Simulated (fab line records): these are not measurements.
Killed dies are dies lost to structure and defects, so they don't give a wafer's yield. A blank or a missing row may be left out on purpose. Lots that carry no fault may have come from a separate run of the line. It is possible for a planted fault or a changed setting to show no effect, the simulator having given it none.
Problem report, 8D (eight disciplines) form, completed by code	flow gf180mcu	the parts of the form that need people (team, actions taken, sign-off) are left out

## 1. WHAT IS WRONG
cd-nm at GF_TOP_METAL_CD_MEAS_14 reads a mean of 413.9 nm on 6 wafers of 2 lots; wafers without a fault read 438.6 nm with a standard deviation of 2.5. That is -9.9 standard deviations from the usual mean.
The step: target cd 440 nm.
First observed at day 33 10:18: wafer L153.1, on cd-sem-02. At this step, 36 wafers from 12 lots have a number in the record. By rule, "out" or "out of limits" means more than 4 standard deviations away from the usual mean. The other wafers with a number count as sound.

## 2. WHAT IT IS, WHAT IT ISN'T
question	is	is not
which readings at this step	cd-nm	-
which lots	L153, L154	L134, L136, L137, L141, L143, L144, L148, L152, L155, L156
which wafers of those lots	all that have a number	-
read on which gauges	cd-sem-02	cd-sem-01
when	from day 33 10:18	up to then (24 sound wafers); but 6 sound wafers of L155, L156 came after

## 3. THE SUSPECTS, EACH WITH WHAT RULES IT OUT
Counting: any tool at a process step up to the reading is kept as a suspect provided that every lot that is out went through it and no sound lot did after the first of them.
- ruled out: the gauge at GF_TOP_METAL_CD_MEAS_14. All the wafers that are out were read on cd-sem-02, but those of them that GF_TOP_METAL_EXPOSE_11 has rows for are out there too, on other tools.
- pvd-sputter-01 at GF_V4_SPUTTER_21 (material Ti, target thk 15 nm, time 80.02 s): ruled out as a lasting fault. Following L153 (day 30 11:01), the first lot on it that is out, the sound lots L156 were run on it.
- iline-stepper-02 at GF_TOP_METAL_EXPOSE_11 (exposes mask MetalTop, target cd 440 nm): kept. Every lot that is out went through it, starting with L153 (day 33 02:43), and after that it ran no sound lot; the last sound lot it ran before then is L144 (day 31 07:34). Its own exposure-dose-mJ-cm2 readings are out on those wafers.
Left after counting: iline-stepper-02 at GF_TOP_METAL_EXPOSE_11.

## 4. THE CAUSE (what the simulator had put in)
Drift in process parameters on iline-stepper-02 at GF_TOP_METAL_EXPOSE_11, starting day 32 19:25. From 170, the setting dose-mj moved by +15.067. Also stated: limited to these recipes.
Only this tool survived the counting.

## 5. THE CHAIN OF EFFECTS, in route order
One row per reading whose mean, taken over the struck wafers that have a number, lies over 3 standard deviations from the usual. Readings are gone through only where the record gives a usual standard deviation; hours: the median, over the lots, of the time from a lot's start at the first step in this table giving one to that lot's start at this step; sigmas: the change measured in usual standard deviations.
hours	step	reading	usual	on struck wafers	change	sigmas
0	GF_TOP_METAL_EXPOSE_11	exposure-dose-mJ-cm2	171.2	187.5	+16.3	+13
7	GF_TOP_METAL_CD_MEAS_14	cd-nm	438.6 nm	413.9	-24.8	-9.9
Here are the process steps it includes:
- GF_TOP_METAL_EXPOSE_11: exposes mask MetalTop, target cd 440 nm.

## 6. WHAT WOULD HAVE CAUGHT IT SOONER
15 hours passed between the start of the fault at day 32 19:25 and the first reading out of limits at a measuring or inspecting step in this record, taken at day 33 10:18.
Tool's own readings at GF_TOP_METAL_EXPOSE_11, exposure-dose-mJ-cm2: out on all struck wafers the step has rows for; an alarm limit on them would have tripped on the first.
Lots out: 2; all had begun GF_TOP_METAL_EXPOSE_11 on iline-stepper-02 by day 33 10:18. Had the tool been put on hold then, not one of them would have been saved.
